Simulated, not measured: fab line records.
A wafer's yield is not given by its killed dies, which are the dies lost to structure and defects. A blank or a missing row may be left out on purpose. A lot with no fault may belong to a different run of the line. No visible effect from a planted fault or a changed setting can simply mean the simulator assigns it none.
Which tool was responsible? || flow gf180mcu || 13 lots, 39 wafers sampled, at 5 steps of a route of 602

== WHAT THE GAUGES READ, wafer by wafer ==
GF_V4_OVL_MEAS_15. Usual: V4_OVL typically reads 3 nm, with standard deviation 4.9.
{"lot": "L939", "measured": "day 24 12:04", "on": "overlay-02", "V4_OVL (nm)": "8 3 -3", "flag": ""}
{"lot": "L940", "measured": "day 25 01:48", "on": "overlay-02", "V4_OVL (nm)": "-2 2 3", "flag": ""}
{"lot": "L941", "measured": "day 25 05:46", "on": "overlay-01", "V4_OVL (nm)": "4 6 6", "flag": ""}
{"lot": "L942", "measured": "day 25 12:16", "on": "overlay-01", "V4_OVL (nm)": "4 9 2", "flag": ""}
{"lot": "L943", "measured": "day 25 18:45", "on": "overlay-01", "V4_OVL (nm)": "2 0 -3", "flag": ""}
{"lot": "L944", "measured": "day 26 08:25", "on": "overlay-01", "V4_OVL (nm)": "-3 -7 -6", "flag": ""}
{"lot": "L952", "measured": "day 28 14:55", "on": "overlay-02", "V4_OVL (nm)": "2 1 3", "flag": ""}
{"lot": "L954", "measured": "day 29 09:14", "on": "overlay-02", "V4_OVL (nm)": "1 3 3", "flag": ""}
{"lot": "L955", "measured": "day 29 14:32", "on": "overlay-02", "V4_OVL (nm)": "-2 1 2", "flag": ""}
{"lot": "L956", "measured": "day 29 20:28", "on": "overlay-02", "V4_OVL (nm)": "13 12 13", "flag": ""}
{"lot": "L957", "measured": "day 30 05:34", "on": "overlay-01", "V4_OVL (nm)": "12 8 8", "flag": ""}
{"lot": "L959", "measured": "day 30 15:46", "on": "overlay-02", "V4_OVL (nm)": "10 8 8", "flag": ""}
{"lot": "L962", "measured": "day 31 08:13", "on": "overlay-02", "V4_OVL (nm)": "0 3 3", "flag": ""}

GF_MIM_THK_MEAS_06. Usual: MIM_CVD_05_THK typically reads 42.0 nm, with standard deviation 0.52.
{"lot": "L939", "measured": "day 24 13:43", "on": "film metro-01", "MIM_CVD_05_THK (nm)": "41.4 41.3 42.5", "flag": ""}
{"lot": "L940", "measured": "day 25 03:27", "on": "film metro-04", "MIM_CVD_05_THK (nm)": "41.5 42.2 41.7", "flag": ""}
{"lot": "L941", "measured": "day 25 07:25", "on": "film metro-04", "MIM_CVD_05_THK (nm)": "41.5 41.8 41.9", "flag": ""}
{"lot": "L942", "measured": "day 25 13:55", "on": "film metro-04", "MIM_CVD_05_THK (nm)": "42.0 42.0 42.1", "flag": ""}
{"lot": "L943", "measured": "day 25 20:24", "on": "film metro-01", "MIM_CVD_05_THK (nm)": "41.8 42.4 42.6", "flag": ""}
{"lot": "L944", "measured": "day 26 10:11", "on": "film metro-02", "MIM_CVD_05_THK (nm)": "42.3 43.4 42.4", "flag": ""}
{"lot": "L952", "measured": "day 28 16:58", "on": "film metro-02", "MIM_CVD_05_THK (nm)": "42.1 41.5 44.2", "flag": ""}
{"lot": "L954", "measured": "day 29 10:53", "on": "film metro-01", "MIM_CVD_05_THK (nm)": "42.1 44.0 42.3", "flag": ""}
{"lot": "L955", "measured": "day 29 16:16", "on": "film metro-04", "MIM_CVD_05_THK (nm)": "42.6 42.7 42.5", "flag": ""}
{"lot": "L956", "measured": "day 29 22:07", "on": "film metro-02", "MIM_CVD_05_THK (nm)": "40.8 41.7 42.2", "flag": ""}
{"lot": "L957", "measured": "day 30 07:18", "on": "film metro-01", "MIM_CVD_05_THK (nm)": "41.4 42.3 41.8", "flag": ""}
{"lot": "L959", "measured": "day 30 17:46", "on": "film metro-02", "MIM_CVD_05_THK (nm)": "42.3 42.8 42.7", "flag": ""}
{"lot": "L962", "measured": "day 31 09:55", "on": "film metro-01", "MIM_CVD_05_THK (nm)": "40.7 41.2 41.5", "flag": ""}

== TOOL THAT RAN EACH LOT (tool first, then ch and the chambers of the sampled wafers, then the start) ==
{"lot": "L939", "GF_V4_SPUTTER_21": "pvd sputter-04, day 24 12:46", "GF_V4_SPUTTER_22": "pvd sputter-04, day 24 12:49", "GF_MIM_CVD_05": "pecvd-03 ch 0,1, day 24 13:41"}
{"lot": "L940", "GF_V4_SPUTTER_21": "pvd sputter-01, day 25 02:29", "GF_V4_SPUTTER_22": "pvd sputter-01, day 25 02:32", "GF_MIM_CVD_05": "pecvd-02 ch 0,2, day 25 03:24"}
{"lot": "L941", "GF_V4_SPUTTER_21": "pvd sputter-01, day 25 06:28", "GF_V4_SPUTTER_22": "pvd sputter-01, day 25 06:31", "GF_MIM_CVD_05": "pecvd-01 ch 0,1,2, day 25 07:23"}
{"lot": "L942", "GF_V4_SPUTTER_21": "pvd sputter-04, day 25 12:58", "GF_V4_SPUTTER_22": "pvd sputter-04, day 25 13:01", "GF_MIM_CVD_05": "pecvd-03 ch 0,1,2, day 25 13:53"}
{"lot": "L943", "GF_V4_SPUTTER_21": "pvd sputter-03, day 25 19:26", "GF_V4_SPUTTER_22": "pvd sputter-03, day 25 19:29", "GF_MIM_CVD_05": "pecvd-02 ch 1,2, day 25 20:21"}
{"lot": "L944", "GF_V4_SPUTTER_21": "pvd sputter-03, day 26 09:07", "GF_V4_SPUTTER_22": "pvd sputter-03, day 26 09:10", "GF_MIM_CVD_05": "pecvd-02 ch 0,1,2, day 26 10:08"}
{"lot": "L952", "GF_V4_SPUTTER_21": "pvd sputter-04, day 28 16:01", "GF_V4_SPUTTER_22": "pvd sputter-04, day 28 16:05", "GF_MIM_CVD_05": "pecvd-01 ch 0,1,2, day 28 16:56"}
{"lot": "L954", "GF_V4_SPUTTER_21": "pvd sputter-04, day 29 09:55", "GF_V4_SPUTTER_22": "pvd sputter-04, day 29 09:58", "GF_MIM_CVD_05": "pecvd-01 ch 0,2, day 29 10:49"}
{"lot": "L955", "GF_V4_SPUTTER_21": "pvd sputter-03, day 29 15:19", "GF_V4_SPUTTER_22": "pvd sputter-03, day 29 15:22", "GF_MIM_CVD_05": "pecvd-02 ch 0,2, day 29 16:13"}
{"lot": "L956", "GF_V4_SPUTTER_21": "pvd sputter-04, day 29 21:10", "GF_V4_SPUTTER_22": "pvd sputter-04, day 29 21:14", "GF_MIM_CVD_05": "pecvd-03 ch 0,1, day 29 22:05"}
{"lot": "L957", "GF_V4_SPUTTER_21": "pvd sputter-01, day 30 06:20", "GF_V4_SPUTTER_22": "pvd sputter-01, day 30 06:23", "GF_MIM_CVD_05": "pecvd-02 ch 0,2, day 30 07:14"}
{"lot": "L959", "GF_V4_SPUTTER_21": "pvd sputter-03, day 30 16:33", "GF_V4_SPUTTER_22": "pvd sputter-03, day 30 16:37", "GF_MIM_CVD_05": "pecvd-02 ch 2, day 30 17:40"}
{"lot": "L962", "GF_V4_SPUTTER_21": "pvd sputter-04, day 31 08:57", "GF_V4_SPUTTER_22": "pvd sputter-04, day 31 09:01", "GF_MIM_CVD_05": "pecvd-03 ch 0,1,2, day 31 09:52"}
- GF_V4_SPUTTER_21: material Ti, target thk 15 nm, time 80.02 s.
- GF_V4_SPUTTER_22: material TiN, target thk 10 nm, time 40 s.
- GF_MIM_CVD_05: deposits Si3N4, target thk 42 nm, time 29.086 s.

== AS READ BY THE TOOLS THEMSELVES (means over the sampled wafers that have a number; for cases with no such wafer, the mark the record gives instead) ==
GF_V4_SPUTTER_21. Usual: throttle valve pct reads 29.6 % (standard deviation 0.91).
{"lot": "L939", "tool": "pvd sputter-04", "throttle valve pct (%)": 29.7, "flag": ""}
{"lot": "L940", "tool": "pvd sputter-01", "throttle valve pct (%)": 28.9, "flag": ""}
{"lot": "L941", "tool": "pvd sputter-01", "throttle valve pct (%)": 29.0, "flag": ""}
{"lot": "L942", "tool": "pvd sputter-04", "throttle valve pct (%)": 30.3, "flag": ""}
{"lot": "L943", "tool": "pvd sputter-03", "throttle valve pct (%)": 30.5, "flag": ""}
{"lot": "L944", "tool": "pvd sputter-03", "throttle valve pct (%)": 29.3, "flag": ""}
{"lot": "L952", "tool": "pvd sputter-04", "throttle valve pct (%)": 29.8, "flag": ""}
{"lot": "L954", "tool": "pvd sputter-04", "throttle valve pct (%)": 29.5, "flag": ""}
{"lot": "L955", "tool": "pvd sputter-03", "throttle valve pct (%)": 29.9, "flag": ""}
{"lot": "L956", "tool": "pvd sputter-04", "throttle valve pct (%)": 30.0, "flag": ""}
{"lot": "L957", "tool": "pvd sputter-01", "throttle valve pct (%)": 28.2, "flag": ""}
{"lot": "L959", "tool": "pvd sputter-03", "throttle valve pct (%)": 30.8, "flag": ""}
{"lot": "L962", "tool": "pvd sputter-04", "throttle valve pct (%)": 30.1, "flag": ""}

GF_V4_SPUTTER_22. Usual: throttle valve pct reads 29.6 % (standard deviation 0.93).
{"lot": "L939", "tool": "pvd sputter-04", "throttle valve pct (%)": 29.8, "flag": ""}
{"lot": "L940", "tool": "pvd sputter-01", "throttle valve pct (%)": 29.0, "flag": ""}
{"lot": "L941", "tool": "pvd sputter-01", "throttle valve pct (%)": 29.0, "flag": ""}
{"lot": "L942", "tool": "pvd sputter-04", "throttle valve pct (%)": 30.2, "flag": ""}
{"lot": "L943", "tool": "pvd sputter-03", "throttle valve pct (%)": 30.5, "flag": ""}
{"lot": "L944", "tool": "pvd sputter-03", "throttle valve pct (%)": 29.2, "flag": ""}
{"lot": "L952", "tool": "pvd sputter-04", "throttle valve pct (%)": 29.7, "flag": ""}
{"lot": "L954", "tool": "pvd sputter-04", "throttle valve pct (%)": 29.8, "flag": ""}
{"lot": "L955", "tool": "pvd sputter-03", "throttle valve pct (%)": 29.9, "flag": ""}
{"lot": "L956", "tool": "pvd sputter-04", "throttle valve pct (%)": 30.1, "flag": ""}
{"lot": "L957", "tool": "pvd sputter-01", "throttle valve pct (%)": 28.3, "flag": ""}
{"lot": "L959", "tool": "pvd sputter-03", "throttle valve pct (%)": 30.8, "flag": ""}
{"lot": "L962", "tool": "pvd sputter-04", "throttle valve pct (%)": 30.2, "flag": ""}

GF_MIM_CVD_05. Usual: heater power w reads 682 W (standard deviation 69).
{"lot": "L939", "tool": "pecvd-03", "heater power w (W)": 635, "flag": ""}
{"lot": "L940", "tool": "pecvd-02", "heater power w (W)": 705, "flag": ""}
{"lot": "L941", "tool": "pecvd-01", "heater power w (W)": 705, "flag": ""}
{"lot": "L942", "tool": "pecvd-03", "heater power w (W)": 584, "flag": ""}
{"lot": "L943", "tool": "pecvd-02", "heater power w (W)": 653, "flag": ""}
{"lot": "L944", "tool": "pecvd-02", "heater power w (W)": 724, "flag": ""}
{"lot": "L952", "tool": "pecvd-01", "heater power w (W)": 733, "flag": ""}
{"lot": "L954", "tool": "pecvd-01", "heater power w (W)": 718, "flag": ""}
{"lot": "L955", "tool": "pecvd-02", "heater power w (W)": 700, "flag": ""}
{"lot": "L956", "tool": "pecvd-03", "heater power w (W)": 587, "flag": ""}
{"lot": "L957", "tool": "pecvd-02", "heater power w (W)": 650, "flag": ""}
{"lot": "L959", "tool": "pecvd-02", "heater power w (W)": 676, "flag": ""}
{"lot": "L962", "tool": "pecvd-03", "heater power w (W)": 652, "flag": ""}

== THE ANSWER, worked out from the rows above alone ==
Rule: a lot is off if the mean of its wafers that have a number lies more than 3 standard deviations from the usual mean. Also off: a lot with no number at a reading for which 4 or more lots have one. The other lots that the step has rows for count as sound. After the gauges, taken in route order, come the tools' own readings; for these a lot's mean is taken, as printed above. The first step at which some lot is off is used, and at that step the reading that is off furthest; a lot without a number counts as furthest.
None of the lots is off at any reading shown; this tells nothing.

== WHAT THE SIMULATOR HAD PUT IN ==
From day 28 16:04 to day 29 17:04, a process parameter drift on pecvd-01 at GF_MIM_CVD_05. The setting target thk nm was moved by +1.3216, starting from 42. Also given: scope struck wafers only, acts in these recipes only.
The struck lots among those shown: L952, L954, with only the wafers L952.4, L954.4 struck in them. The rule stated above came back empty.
